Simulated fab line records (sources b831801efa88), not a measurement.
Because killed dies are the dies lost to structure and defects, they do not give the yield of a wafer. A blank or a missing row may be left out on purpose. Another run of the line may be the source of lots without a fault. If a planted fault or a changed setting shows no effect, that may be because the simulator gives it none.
fab line records -- flow sky130
record: lots: 5, wafers: 15, lastDay: 51
route steps=708 shown VIA1@475 METAL2@483 PAD_OPEN@708
lots that met no fault: from a run of the same line without faults
startH: hours from the record's first day to the start of the lot's first wafer shown -- waitH: how many hours have passed since the lot's step before this one -- " same as the row above -- L1.1+2: one row covering several wafers at once -- - value missing, or start not given -- * or withheld: withheld -- < > ~ a bound
route shown NAME@n: names a module that has steps shown in the file, with the first one's number in the route -- usual: mean and standard deviation over wafers with no fault -- same: alike in all rows -- chamber/n: place in a boat -- sites: per-site readings -- _std_site: their standard deviation -- _edge_site: inner sites' mean taken away from outer sites' mean -- radiusMm: how far each site lies from the wafer's centre -- mask NAME#n: copy n -- behind: the last tool/chamber to shape the wafer -- hold: why the lot went on hold/how many hours it stayed there/how the hold came to an end -- device: transistor that didn't switch, given as n, p or np -- end of line: the route-end tests of the same wafers -- step lacking rows: just its recipe -- killed: at the first sort, the dies lost to defects and structure; wafer yield is something else -- map: shows each die of a wafer: x if killed, . if not, _ if none is there
set.NAME: setting as actually run; set.NAME@STEP: the setting as run at that earlier step -- model.NAME: the simulator's own value behind a step, which no gauge read
a table for each step, a row for each wafer; lots at some steps of the route
services: the hour from which a tool's chamber was out of use, counted from the record's first day as startH (under 0 if before that day), plus the number of hours and why
== steps ==
step: SKY_VIA1_STRIP_17
recipe: chemistry: postEtchResidueRemover, timeS: 1200, tempC: 72.5
step: SKY_VIA1_CLEAN_18
recipe: chemistry: IPA, timeS: 180, tempC: 25
step: SKY_VIA1_CLEAN_19
recipe: chemistry: O3/DIW, dry: n2Spin
step: SKY_VIA1_SPUTTER_20
recipe: material: TiN, targetThkNm: 20, chamberPressurePa: 5, powerW: 4000, timeS: 80
step: SKY_VIA1_CVD_21
recipe: material: W, targetThkNm: 270, timeS: 80.902, tempC: 400, pressureTorr: 40
step: SKY_VIA1_RS_MEAS_22
recipe: thkMeasGauge: four-point-probe, reads: W_of_VIA1_CVD_21+TiN_of_VIA1_SPUTTER_20
usual: VIA1_W_RS: 0.424/0.0094
lot.wafer,tool,chamber,startH,waitH,VIA1_W_RS[ohm/sq]
L247.2,filmMetro-03,-,813.53,0.1,0.433
L247.4,filmMetro-03,-,813.53,0.1,0.418
L247.6,filmMetro-03,-,813.53,0.1,0.425
L248.4,filmMetro-02,-,822.31,0.1,0.424
L248.5,filmMetro-02,-,822.31,0.1,0.436
L248.6,filmMetro-02,-,822.31,0.1,0.424
L258.3,filmMetro-02,-,900.28,0.1,0.409
L258.4,filmMetro-02,-,900.28,0.1,0.436
L258.5,filmMetro-02,-,900.28,0.1,0.437
L267.2,filmMetro-03,-,971.48,0.1,0.420
L267.4,filmMetro-03,-,971.48,0.1,0.429
L267.5,filmMetro-03,-,971.48,0.1,0.425
L268.1,filmMetro-02,-,979.64,0.1,0.431
L268.2,filmMetro-02,-,979.64,0.1,0.438
L268.3,filmMetro-02,-,979.64,0.1,0.433
step: SKY_VIA1_THK_MEAS_23
recipe: thkMeasGauge: xrf, reads: W_of_VIA1_CVD_21
usual: VIA1_W_THK: 273/6.1
lot.wafer,tool,chamber,startH,waitH,VIA1_W_THK[nm]
L247.2,filmMetro-03,-,813.64,0.1,268
L247.4,filmMetro-03,-,813.64,0.1,276
L247.6,filmMetro-03,-,813.64,0.1,271
L248.4,filmMetro-02,-,822.40,0.1,274
L248.5,filmMetro-02,-,822.40,0.1,267
L248.6,filmMetro-02,-,822.40,0.1,278
L258.3,filmMetro-02,-,900.38,0.1,284
L258.4,filmMetro-02,-,900.38,0.1,269
L258.5,filmMetro-02,-,900.38,0.1,267
L267.2,filmMetro-03,-,971.59,0.1,275
L267.4,filmMetro-03,-,971.59,0.1,271
L267.5,filmMetro-03,-,971.59,0.1,273
L268.1,filmMetro-02,-,979.76,0.1,271
L268.2,filmMetro-02,-,979.76,0.1,267
L268.3,filmMetro-02,-,979.76,0.1,270
step: SKY_VIA1_CMP_24
recipe: stopOn: SiO2, tOverpolishS: 15, downForcePsi: 3.5, platenRpm: 60, targetThkNm: 0, padVelocityMS: 0.94248
usual: motorCurrentA: 11.1/1.7, overpolishRunS: 15.000/0.009, timeToEndpointS: 67/3.2
lot.wafer,tool,chamber,startH,waitH,motorCurrentA,overpolishRunS,timeToEndpointS
L247.4,cmp-02,1,813.69,0.0,8.5,14.993,70
L247.2,cmp-02,0,813.69,0.0,11.4,15.000,67
L247.6,cmp-02,1,813.69,0.0,9.2,15.007,70
L248.4,cmp-02,0,822.53,0.1,11.4,15.019,68
L248.6,cmp-02,2,822.53,0.1,9.6,15.002,64
L248.5,cmp-02,3,822.53,0.1,10.5,14.987,67
L258.3,cmp-01,0,900.52,0.1,13.4,15.004,68
L258.4,cmp-01,1,900.52,0.1,11.0,15.013,67
L258.5,cmp-01,2,900.52,0.1,9.5,14.999,66
L267.2,cmp-02,2,971.64,0.0,10.2,15.003,61
L267.4,cmp-02,3,971.64,0.0,10.4,15.014,60
L267.5,cmp-02,2,971.64,0.0,9.7,14.992,61
L268.3,cmp-01,2,979.82,0.0,10.2,15.004,69
L268.1,cmp-01,0,979.82,0.0,13.2,15.001,65
L268.2,cmp-01,1,979.82,0.0,10.9,15.002,65
step: SKY_METAL2_SPUTTER_00
recipe: material: Ti, targetThkNm: 15, powerW: 3000, timeS: 10, chamberPressurePa: 0.4
usual: throttleValvePct: 29.5/1.1
lot.wafer,tool,chamber,startH,waitH,throttleValvePct
L247.2,pvdSputter-02,-,813.99,0.1,30.3
L247.4,pvdSputter-02,-,813.99,0.1,27.0
L247.6,pvdSputter-02,-,813.99,0.1,27.2
L248.4,pvdSputter-01,-,822.73,0.1,29.6
L248.5,pvdSputter-01,-,822.73,0.1,29.6
L248.6,pvdSputter-01,-,822.73,0.1,31.1
L258.3,pvdSputter-02,-,900.72,0.1,30.0
L258.4,pvdSputter-02,-,900.72,0.1,28.3
L258.5,pvdSputter-02,-,900.72,0.1,28.1
L267.2,pvdSputter-01,-,971.94,0.2,30.6
L267.4,pvdSputter-01,-,971.94,0.2,30.9
L267.5,pvdSputter-01,-,971.94,0.2,29.8
L268.1,pvdSputter-01,-,980.12,0.1,31.2
L268.2,pvdSputter-01,-,980.12,0.1,29.5
L268.3,pvdSputter-01,-,980.12,0.1,30.1
step: SKY_METAL2_SPUTTER_01
recipe: material: TiN, targetThkNm: 20, powerW: 6500, timeS: 16.7, chamberPressurePa: 0.4
usual: throttleValvePct: 29.5/1
lot.wafer,tool,chamber,startH,waitH,throttleValvePct
L247.2,pvdSputter-02,-,814.01,0.0,30.1
L247.4,pvdSputter-02,-,814.01,0.0,27.2
L247.6,pvdSputter-02,-,814.01,0.0,27.1
L248.4,pvdSputter-01,-,822.75,0.0,29.7
L248.5,pvdSputter-01,-,822.75,0.0,29.3
L248.6,pvdSputter-01,-,822.75,0.0,30.9
L258.3,pvdSputter-02,-,900.74,0.0,30.1
L258.4,pvdSputter-02,-,900.74,0.0,28.2
L258.5,pvdSputter-02,-,900.74,0.0,28.4
L267.2,pvdSputter-01,-,971.97,0.0,30.4
L267.4,pvdSputter-01,-,971.97,0.0,31.1
L267.5,pvdSputter-01,-,971.97,0.0,29.8
L268.1,pvdSputter-01,-,980.14,0.0,30.7
L268.2,pvdSputter-01,-,980.14,0.0,29.5
L268.3,pvdSputter-01,-,980.14,0.0,30.2
step: SKY_METAL2_SPUTTER_02
recipe: material: AlCu, targetThkNm: 250, powerW: 10600, timeS: 13.3, chamberPressurePa: 0.4
usual: throttleValvePct: 29.5/1
lot.wafer,tool,chamber,startH,waitH,throttleValvePct
L247.2,pvdSputter-02,-,814.03,0.0,30.3
L247.4,pvdSputter-02,-,814.03,0.0,26.8
L247.6,pvdSputter-02,-,814.03,0.0,27.2
L248.4,pvdSputter-01,-,822.78,0.0,29.6
L248.5,pvdSputter-01,-,822.78,0.0,29.5
L248.6,pvdSputter-01,-,822.78,0.0,31.0
L258.3,pvdSputter-02,-,900.77,0.0,30.0
L258.4,pvdSputter-02,-,900.77,0.0,28.2
L258.5,pvdSputter-02,-,900.77,0.0,28.7
L267.2,pvdSputter-01,-,971.99,0.0,30.5
L267.4,pvdSputter-01,-,971.99,0.0,31.0
L267.5,pvdSputter-01,-,971.99,0.0,29.8
L268.1,pvdSputter-01,-,980.16,0.0,31.1
L268.2,pvdSputter-01,-,980.16,0.0,29.3
L268.3,pvdSputter-01,-,980.16,0.0,30.5
step: SKY_METAL2_SPUTTER_03
recipe: material: Ti, targetThkNm: 5, powerW: 3000, timeS: 3.3, chamberPressurePa: 0.4
step: SKY_METAL2_SPUTTER_04
recipe: material: TiN, targetThkNm: 70, powerW: 6500, timeS: 58.3, chamberPressurePa: 0.4
usual: throttleValvePct: 29.5/1
lot.wafer,tool,chamber,startH,waitH,throttleValvePct,model.TiN_of_METAL2_SPUTTER_04.thkNm
L247.2,pvdSputter-02,-,814.08,0.0,30.4,70.94
L247.4,pvdSputter-02,-,814.08,0.0,27.1,69.38
L247.6,pvdSputter-02,-,814.08,0.0,26.9,70.09
L248.4,pvdSputter-01,-,822.82,0.0,29.6,69.24
L248.5,pvdSputter-01,-,822.82,0.0,29.6,69.85
L248.6,pvdSputter-01,-,822.82,0.0,30.8,68.87
L258.3,pvdSputter-02,-,900.81,0.0,30.1,69.55
L258.4,pvdSputter-02,-,900.81,0.0,28.6,106.5
L258.5,pvdSputter-02,-,900.81,0.0,28.3,106.9
L267.2,pvdSputter-01,-,972.03,0.0,30.5,70.36
L267.4,pvdSputter-01,-,972.03,0.0,30.8,69.66
L267.5,pvdSputter-01,-,972.03,0.0,30.0,69.9
L268.1,pvdSputter-01,-,980.21,0.0,31.0,71.07
L268.2,pvdSputter-01,-,980.21,0.0,29.7,71.43
L268.3,pvdSputter-01,-,980.21,0.0,30.5,71.4
step: SKY_METAL2_RS_MEAS_05
recipe: thkMeasGauge: four-point-probe, reads: TiN_of_METAL2_SPUTTER_04+Ti_of_METAL2_SPUTTER_03+AlCu_of_METAL2_SPUTTER_02+TiN_of_METAL2_SPUTTER_01+Ti_of_METAL2_SPUTTER_00
usual: METAL2_ALCU_RS: 0.1262/0.0015
lot.wafer,tool,chamber,startH,waitH,METAL2_ALCU_RS[ohm/sq]
L247.2,filmMetro-01,-,814.15,0.0,0.1250
L247.4,filmMetro-01,-,814.15,0.0,0.1226
L247.6,filmMetro-01,-,814.15,0.0,0.1238
L248.4,filmMetro-03,-,822.93,0.1,0.1245
L248.5,filmMetro-03,-,822.93,0.1,0.1263
L248.6,filmMetro-03,-,822.93,0.1,0.1249
L258.3,filmMetro-01,-,900.90,0.1,0.1244
L258.4,filmMetro-01,-,900.90,0.1,0.1240
L258.5,filmMetro-01,-,900.90,0.1,0.1229
L267.2,filmMetro-02,-,972.10,0.0,0.1246
L267.4,filmMetro-02,-,972.10,0.0,0.1246
L267.5,filmMetro-02,-,972.10,0.0,0.1269
L268.1,filmMetro-01,-,980.26,0.0,0.1263
L268.2,filmMetro-01,-,980.26,0.0,0.1281
L268.3,filmMetro-01,-,980.26,0.0,0.1273
step: SKY_METAL2_THK_MEAS_06
recipe: thkMeasGauge: xrf, reads: AlCu_of_METAL2_SPUTTER_02
usual: METAL2_ALCU_THK: 254/3.1
lot.wafer,tool,chamber,startH,waitH,METAL2_ALCU_THK[nm]
L247.2,filmMetro-01,-,814.26,0.1,257
L247.4,filmMetro-01,-,814.26,0.1,260
L247.6,filmMetro-01,-,814.26,0.1,259
L248.4,filmMetro-03,-,823.02,0.1,256
L248.5,filmMetro-03,-,823.02,0.1,253
L248.6,filmMetro-03,-,823.02,0.1,255
L258.3,filmMetro-01,-,901.00,0.1,259
L258.4,filmMetro-01,-,901.00,0.1,240
L258.5,filmMetro-01,-,901.00,0.1,245
L267.2,filmMetro-02,-,972.21,0.1,256
L267.4,filmMetro-02,-,972.21,0.1,257
L267.5,filmMetro-02,-,972.21,0.1,249
L268.1,filmMetro-01,-,980.38,0.1,253
L268.2,filmMetro-01,-,980.38,0.1,253
L268.3,filmMetro-01,-,980.38,0.1,253
step: SKY_METAL2_DEHYDRATE_07
recipe: tempC: 200, timeS: 60
step: SKY_METAL2_HMDS_08
recipe: primeTimeS: 60, primeTempC: 120
step: SKY_METAL2_COAT_09
recipe: resist: BARC, tempC: withheld, timeS: withheld, spinRpm: 3000, resistThkNm: 60
step: SKY_METAL2_COAT_10
recipe: resist: KrF-thick, spinRpm: 3000, resistThkNm: 450
step: SKY_METAL2_SOFTBAKE_11
recipe: tempC: 100, timeS: 90, resist: KrF-thick
step: SKY_METAL2_EXPOSE_12
recipe: maskId: MM2, na: 0.8, sourceShape: annular, sigmaInner: 0.55, sigmaOuter: 0.85, targetCdNm: 140, doseMj: 28
step: SKY_METAL2_PEB_13
recipe: pebTempC: withheld, pebTimeS: withheld, resist: KrF-thick
step: SKY_METAL2_DEVELOP_14
recipe: developTimeS: 60, resist: KrF-thick, devTempC: 21
step: SKY_METAL2_CD_MEAS_15
recipe: targetCdNm: 140
usual: cdNm: 139.5/1.4
lot.wafer,tool,chamber,startH,waitH,cdNm
L247.2,cdSem-01,-,840.83,-,138.5
L247.4,cdSem-01,-,840.83,-,137.0
L247.6,cdSem-01,-,840.83,-,138.6
L248.4,cdSem-01,-,849.83,-,139.9
L248.5,cdSem-01,-,849.83,-,141.3
L248.6,cdSem-01,-,849.83,-,140.7
L258.3,cdSem-02,-,925.81,-,138.2
L258.4,cdSem-02,-,925.81,-,138.8
L258.5,cdSem-02,-,925.81,-,138.9
L267.2,cdSem-02,-,996.39,-,140.2
L267.4,cdSem-02,-,996.39,-,138.8
L267.5,cdSem-02,-,996.39,-,139.8
L268.1,cdSem-01,-,1004.12,-,140.5
L268.2,cdSem-01,-,1004.12,-,141.3
L268.3,cdSem-01,-,1004.12,-,141.3
step: SKY_METAL2_OVL_MEAS_16
usual: METAL2_OVL: 0/6.1
lot.wafer,tool,chamber,startH,waitH,METAL2_OVL[nm]
L247.2,overlay-02,-,840.93,0.1,0
L247.4,overlay-02,-,840.93,0.1,-1
L247.6,overlay-02,-,840.93,0.1,4
L248.4,overlay-01,-,849.91,0.1,1
L248.5,overlay-01,-,849.91,0.1,12
L248.6,overlay-01,-,849.91,0.1,1
L258.3,overlay-01,-,925.90,0.1,-12
L258.4,overlay-01,-,925.90,0.1,-2
L258.5,overlay-01,-,925.90,0.1,-11
L267.2,overlay-02,-,996.50,0.1,6
L267.4,overlay-02,-,996.50,0.1,0
L267.5,overlay-02,-,996.50,0.1,-1
L268.1,overlay-01,-,1004.24,0.1,-5
L268.2,overlay-01,-,1004.24,0.1,1
L268.3,overlay-01,-,1004.24,0.1,-1
step: SKY_METAL2_DESCUM_17
recipe: chemistry: O2, sourcePowerW: 150, biasPowerW: 0, pressureMtorr: 10, tempC: 40, timeS: 8
step: SKY_METAL2_ETCH_18
recipe: chemistry: N2/H2, target: BARC, ionEnergyEv: 200, biasW: 100, pressureMtorr: 30, n2FlowSccm: 100, h2FlowSccm: 200, icpW: 500, stopOn: SiO2, timeS: 45.9, targetDepthA: 600
step: SKY_METAL2_METAL_ETCH_19
recipe: targetDepthA: 3600, stopOn: SiO2, overEtchFrac: 0.3, timeS: 78, chemistry: Cl2/BCl3, resistSidewallDeg: 88, pressureMtorr: 10, icpW: 900, biasW: 48.5, Cl2_flow_sccm: 60, bcl3FlowSccm: 30
step: SKY_METAL2_STRIP_20
recipe: chemistry: O2/N2, powerW: 1400, pressureMtorr: 1500, platenTempC: withheld, o2FlowSccm: 3000, n2FlowSccm: 300, overashFraction: 0.5
usual: chamberPressureMTorr: 1500.0/1.4, drypumpMotorCurrentA: 5.2/0.45, oesProductAu: 0.342/0.0048, stripTimeToEndpointS: 2.68/0.052
lot.wafer,tool,chamber,startH,waitH,chamberPressureMTorr,drypumpMotorCurrentA,oesProductAu,rfHoursCounterH,stripTimeToEndpointS
L247.2,plasmaAsher-04,0,841.15,0.1,1500.9,4.9,0.343,10,2.60
L247.4,plasmaAsher-04,0,841.15,0.1,1498.5,4.9,0.334,-,2.69
L247.6,plasmaAsher-04,0,841.15,0.1,1498.4,4.9,0.339,-,2.66
L248.4,plasmaAsher-04,0,850.14,0.1,1501.4,4.9,0.345,-,2.65
L248.5,plasmaAsher-04,0,850.14,0.1,1501.5,4.9,0.344,-,2.71
L248.6,plasmaAsher-04,1,850.14,0.1,1499.9,5.2,0.339,-,2.63
L258.3,plasmaAsher-01,0,926.14,0.1,1497.6,5.9,0.349,-,2.72
L258.4,plasmaAsher-01,1,926.14,0.1,1500.7,4.7,0.344,-,2.69
L258.5,plasmaAsher-01,0,926.14,0.1,1499.8,5.9,0.338,-,2.70
L267.2,plasmaAsher-04,1,996.71,0.1,1498.5,5.2,0.336,26,2.66
L267.4,plasmaAsher-04,1,996.71,0.1,1500.3,5.2,0.341,-,2.75
L267.5,plasmaAsher-04,0,996.71,0.1,1499.3,4.9,0.342,-,2.73
L268.1,plasmaAsher-02,0,1004.46,0.1,1498.0,5.1,0.332,117,2.63
L268.2,plasmaAsher-02,1,1004.46,0.1,1499.4,5.4,0.345,117,2.73
L268.3,plasmaAsher-02,0,1004.46,0.1,1500.7,5.1,0.348,-,2.73
step: SKY_METAL2_STRIP_21
recipe: chemistry: postEtchResidueRemover, timeS: 1200, tempC: 72.5
lot.wafer,tool,chamber,startH,waitH,model.TiN_of_METAL2_SPUTTER_04.thkNm
L247.2,wetBench-02,3,841.25,0.1,70.53
L247.4,wetBench-02,3,841.25,0.1,68.97
L247.6,wetBench-02,3,841.25,0.1,69.68
L248.4,wetBench-02,0,850.21,0.0,68.82
L248.5,wetBench-02,0,850.21,0.0,69.44
L248.6,wetBench-02,0,850.21,0.0,68.45
L258.3,wetBench-04,1,926.21,0.0,69.13
L258.4,wetBench-04,1,926.21,0.0,106.1
L258.5,wetBench-04,1,926.21,0.0,106.5
L267.2,wetBench-04,0,996.81,0.1,69.94
L267.4,wetBench-04,0,996.81,0.1,69.24
L267.5,wetBench-04,0,996.81,0.1,69.48
L268.1,wetBench-04,3,1004.56,0.1,70.65
L268.2,wetBench-04,3,1004.56,0.1,71.01
L268.3,wetBench-04,3,1004.56,0.1,70.98
step: SKY_METAL2_CLEAN_22
recipe: chemistry: IPA, timeS: 180, tempC: 25
step: SKY_PAD_OPEN_PROBE_99
usual: defectLimitedYield: 82.3/1.8, killed_at_M0_to_M3: 43/6, killed_at_M4_up: 3.2/1.9, killedAtContacts: 25/5.4, killedAtFrontEnd: 15/4.5, killedAtOther: 0.3/0.59, killedDies: 87/8.7, killedOpen: 47/6.7, killedShort: 39/5.7, sort_bin_3_pad_short: 0.9/0.43, sort_bin_5_function: 10.4/1.4, sort_bin_6_memory: 6.4/1.2, sortNPass: 405/8.7, sortYieldPct: 82.3/1.8
same: grossDies: 492, killedAtBackSide: 0, sort_bin_4_leakage[%]: 0, sort_bin_8_speed[%]: 0
lot.wafer,tool,chamber,startH,waitH,defectLimitedYield[%],killed_at_M0_to_M3,killed_at_M4_up,killedAtContacts,killedAtFrontEnd,killedAtOther,killedDies,killedOpen,killedShort,sort_bin_3_pad_short[%],sort_bin_5_function[%],sort_bin_6_memory[%],sortNPass,sortYieldPct[%],model.etest.via2Chain.rcOhm
L247.2,prober-01,-,1095.30,0.1,81.7,40,3,26,19,2,90,49,40,0.4,9.8,8.1,402,81.7,10.37
L247.4,prober-01,-,1095.40,0.2,81.1,36,4,38,14,1,93,44,48,1.4,8.9,8.5,399,81.1,10.19
L247.6,prober-01,-,1095.50,0.2,83.9,34,2,32,11,0,79,51,28,0.8,9.6,5.7,413,83.9,10.53
L248.4,prober-02,-,1102.84,0.2,82.5,42,9,19,15,1,86,49,37,0.2,11.2,6.1,406,82.5,9.344
L248.5,prober-02,-,1102.89,0.2,82.1,45,3,26,14,0,88,43,44,1.0,10.0,6.9,404,82.1,10.31
L248.6,prober-02,-,1102.94,0.2,84.1,37,3,20,17,1,78,42,36,0.2,8.1,7.5,414,84.1,9.863
L258.3,prober-02,-,1161.59,0.2,80.7,39,4,28,24,0,95,51,44,0.8,12.0,6.5,397,80.7,9.974
L258.4,prober-02,-,1161.64,0.2,82.3,47,6,19,15,0,87,44,43,0.8,10.4,6.5,405,82.3,10.63
L258.5,prober-02,-,1161.69,0.2,83.3,44,5,21,12,0,82,38,44,0.4,10.4,5.9,410,83.3,11.19
L267.2,prober-01,-,1210.14,0.1,83.3,44,2,25,11,0,82,45,37,0.6,9.3,6.7,410,83.3,10.14
L267.4,prober-01,-,1210.24,0.2,84.1,38,4,23,13,0,78,45,33,1.4,9.3,5.1,414,84.1,9.961
L267.5,prober-01,-,1210.29,0.2,83.1,43,2,27,11,0,83,49,34,0.8,10.4,5.7,409,83.1,9.946
L268.1,prober-02,-,1213.44,0.1,83.1,42,6,27,8,0,83,45,38,0.8,10.8,5.3,409,83.1,10.57
L268.2,prober-02,-,1213.49,0.1,81.7,47,6,24,13,0,90,50,40,0.6,11.0,6.7,402,81.7,9.749
L268.3,prober-02,-,1213.54,0.2,80.5,47,0,34,14,1,96,56,39,1.2,11.0,7.3,396,80.5,11.56
killed by level:class
L247.2 CONTACT:geometricParticle:open=8 LI_CONTACT:geometricParticle:open=7 VIA2:geometricParticle:open=7 VIA3:geometricParticle:open=7 FIELD_ISO:geometricParticle:open=6 LOCAL_INTERCONNECT:geometricParticle:short=6 VIA1:geometricParticle:open=6 FIELD_ISO:geometricParticle:short=5
L247.4 CONTACT:geometricParticle:open=19 VIA1:geometricParticle:open=10 LI_CONTACT:geometricParticle:short=8 CONTACT:geometricParticle:short=6 VIA1:geometricParticle:short=6 VIA3:geometricParticle:short=5 FIELD_ISO:geometricParticle:short=4 FIELD_ISO:geometricParticle:open=4
L247.6 CONTACT:geometricParticle:open=13 VIA1:geometricParticle:open=9 LI_CONTACT:geometricParticle:open=8 CONTACT:geometricParticle:short=6 METAL2:geometricParticle:short=6 VIA2:geometricParticle:open=4 VIA3:geometricParticle:open=4 FIELD_ISO:geometricParticle:open=3
L248.4 CONTACT:geometricParticle:open=11 VIA1:geometricParticle:open=10 VIA2:geometricParticle:open=7 METAL4:geometricParticle:short=6 VIA1:geometricParticle:short=5 CONTACT:geometricParticle:short=4 METAL1:geometricParticle:open=4 FIELD_ISO:geometricParticle:short=3
L248.5 VIA1:geometricParticle:open=11 CONTACT:geometricParticle:open=7 CONTACT:geometricParticle:short=6 VIA1:geometricParticle:short=6 VIA3:geometricParticle:open=5 POLY_GATE:geometricParticle:short=5 LI_CONTACT:geometricParticle:short=4 LI_CONTACT:geometricParticle:open=4
L248.6 VIA1:geometricParticle:open=8 VIA2:geometricParticle:open=8 CONTACT:geometricParticle:open=7 METAL1:geometricParticle:short=6 POLY_GATE:geometricParticle:short=5 METAL2:geometricParticle:short=5 FIELD_ISO:geometricParticle:short=4 FIELD_ISO:geometricParticle:open=4
L258.3 VIA1:geometricParticle:open=11 CONTACT:geometricParticle:open=10 FIELD_ISO:geometricParticle:short=6 METAL3:geometricParticle:short=6 FIELD_ISO:geometricParticle:open=5 LI_CONTACT:geometricParticle:open=5 VIA2:geometricParticle:open=4 POLY_GATE:geometricParticle:open=4
L258.4 VIA1:geometricParticle:open=10 CONTACT:geometricParticle:open=8 VIA3:geometricParticle:open=8 VIA1:geometricParticle:short=6 FIELD_ISO:geometricParticle:short=5 CONTACT:geometricParticle:short=5 METAL4:geometricParticle:short=5 POLY_GATE:geometricParticle:open=4
L258.5 VIA1:geometricParticle:open=8 VIA2:geometricParticle:open=7 CONTACT:geometricParticle:open=6 METAL1:geometricParticle:short=6 LI_CONTACT:geometricParticle:open=5 LOCAL_INTERCONNECT:geometricParticle:short=5 CONTACT:geometricParticle:short=5 METAL4:geometricParticle:short=4
L267.2 VIA1:geometricParticle:open=9 CONTACT:geometricParticle:open=7 VIA2:geometricParticle:open=6 CONTACT:geometricParticle:short=5 METAL2:geometricParticle:short=5 POLY_GATE:geometricParticle:open=4 LOCAL_INTERCONNECT:geometricParticle:open=4 LOCAL_INTERCONNECT:geometricParticle:short=4
L267.4 LI_CONTACT:geometricParticle:open=8 CONTACT:geometricParticle:open=7 VIA1:geometricParticle:open=6 VIA2:geometricParticle:open=6 CONTACT:geometricParticle:short=5 METAL2:geometricParticle:short=4 METAL1:geometricParticle:short=4 METAL1:geometricParticle:open=4
L267.5 VIA1:geometricParticle:open=12 CONTACT:geometricParticle:open=7 VIA3:geometricParticle:open=7 LI_CONTACT:geometricParticle:short=6 VIA2:geometricParticle:open=6 POLY_GATE:geometricParticle:open=5 LI_CONTACT:geometricParticle:open=5 CONTACT:geometricParticle:short=5
L268.1 VIA3:geometricParticle:open=11 CONTACT:geometricParticle:open=10 CONTACT:geometricParticle:short=8 LI_CONTACT:geometricParticle:open=5 METAL2:geometricParticle:short=5 VIA1:geometricParticle:open=5 VIA2:geometricParticle:open=5 VIA3:geometricParticle:short=5
L268.2 CONTACT:geometricParticle:open=13 VIA2:geometricParticle:open=8 VIA1:geometricParticle:open=8 VIA3:geometricParticle:open=6 METAL1:geometricParticle:short=6 METAL4:geometricParticle:short=5 METAL2:geometricParticle:short=4 VIA3:geometricParticle:short=4
L268.3 LI_CONTACT:geometricParticle:open=13 CONTACT:geometricParticle:open=11 VIA1:geometricParticle:open=9 METAL2:geometricParticle:short=7 VIA3:geometricParticle:open=7 FIELD_ISO:geometricParticle:open=6 VIA2:geometricParticle:open=6 VIA2:geometricParticle:short=6
== services ==
tool,chamber,startH,hours,kind
plasmaAsher-01,-,805.76,2.8,pm
cmp-01,-,809.20,3.0,repair
plasmaAsher-01,-,833.46,3.6,repair
pvdSputter-01,-,853.43,13.4,repair
pvdSputter-02,-,863.63,7.7,repair
plasmaAsher-02,-,907.05,1.3,repair
cmp-02,-,912.00,4.0,pm
cmp-02,-,916.00,-,consumableReplace:conditioner
cmp-02,-,916.00,-,consumableReplace:pad
wetBench-02,-,920.85,4.7,repair
pvdSputter-01,-,921.39,1.7,repair
wetBench-04,-,931.08,4.4,pm
cmp-02,-,944.91,4.8,repair
pvdSputter-01,-,967.40,4.0,repair
cmp-02,-,974.45,3.7,pm
cmp-01,-,992.15,5.2,pm
== key ==
firstSign: step: SKY_METAL2_THK_MEAS_06, reading: METAL2_ALCU_THK, direction: down, sigmas: 3.6, usual: 254, struck: 242
effect none on later readings
modelEffect: step: SKY_METAL2_SPUTTER_04, value: TiN_of_METAL2_SPUTTER_04.thkNm, without: 69.8, struck: 106.7
modelEffect: step: SKY_METAL2_STRIP_21, value: TiN_of_METAL2_SPUTTER_04.thkNm, without: 69.37, struck: 106.3
modelEffect: step: SKY_PAD_OPEN_PROBE_99, value: etest.via2Chain.rcOhm, without: 9.882, struck: 10.91
metAt SKY_METAL2_SPUTTER_04
struckWafers L258.4,L258.5
onsetBetween 814.08 900.81
fault: kind: processParameterDrift, tool: pvdSputter-02, chamber: -, onsetH: 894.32, steps: SKY_METAL2_SPUTTER_04, channel: targetThkNm, offset: 36.926, shape: step, endH: 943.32, scope: struckWafersOnly, actsIn: theseRecipesOnly, stated: 70
